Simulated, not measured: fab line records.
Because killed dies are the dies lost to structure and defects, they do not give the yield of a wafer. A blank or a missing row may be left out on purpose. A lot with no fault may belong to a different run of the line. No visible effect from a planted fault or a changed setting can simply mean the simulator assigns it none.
Chamber matching + flow gf180mcu + GF_CONTACT_CMP_04 on cmp-01 has 4 sister chambers
The step polishes SiO2. 8 wafers are shown with their chamber, then 6 later ones without.

WAFERS PAIRED WITH THEIR CHAMBERS
| wafer  | chamber | motor-current-A (A) | time-to-endpoint-s (s) |
|--------|---------|---------------------|------------------------|
| L792.3 | 2       | 10.6                | 110                    |
| L798.2 | 1       | 15.9                | 113                    |
| L801.4 | 1       | 15.8                | 115                    |
| L804.5 | 3       | 14.4                | 99                     |
| L804.6 | 0       | 12.3                | 107                    |
| L805.1 | 2       | 10.7                | 111                    |
| L805.3 | 0       | 11.8                | 98                     |
| L805.5 | 3       | 14.0                | 101                    |

WAFERS WITHOUT THEIR CHAMBER
| wafer  | motor-current-A (A) | time-to-endpoint-s (s) |
|--------|---------------------|------------------------|
| L806.3 | 15.2                | 104                    |
| L806.4 | 13.9                | 108                    |
| L806.5 | 14.1                | 102                    |
| L813.1 | 11.6                | 112                    |
| L813.4 | 15.3                | 121                    |
| L813.6 | 15.2                | 125                    |

WHICH CHAMBER EACH ONE RAN IN
| wafer  | from the rows above     | in truth |
|--------|-------------------------|----------|
| L806.3 | can't be placed: 1 or 3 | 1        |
| L806.4 | 3                       | 3        |
| L806.5 | 3                       | 3        |
| L813.1 | can't be placed: 0 or 2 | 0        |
| L813.4 | 1                       | 1        |
| L813.6 | 1                       | 1        |
4 of 6 placed correctly. From these rows, 2 cannot be placed; in 2 the true chamber is one of the candidates. Number placed wrongly: 0.
How it was worked out, from the rows above alone: a wafer's distance from a chamber is the root of the sum, over the readings, of the square of ((its reading less the chamber's mean) divided by the reading's scatter). The wafer belongs to the nearest chamber; if the next one is less than 2 further off, it can't be placed. A chamber's mean is the mean of its shown wafers. The scatter: take each reading less its chamber's mean, square it, sum over the shown wafers, divide by the number of wafers less the number of chambers, and take the root.
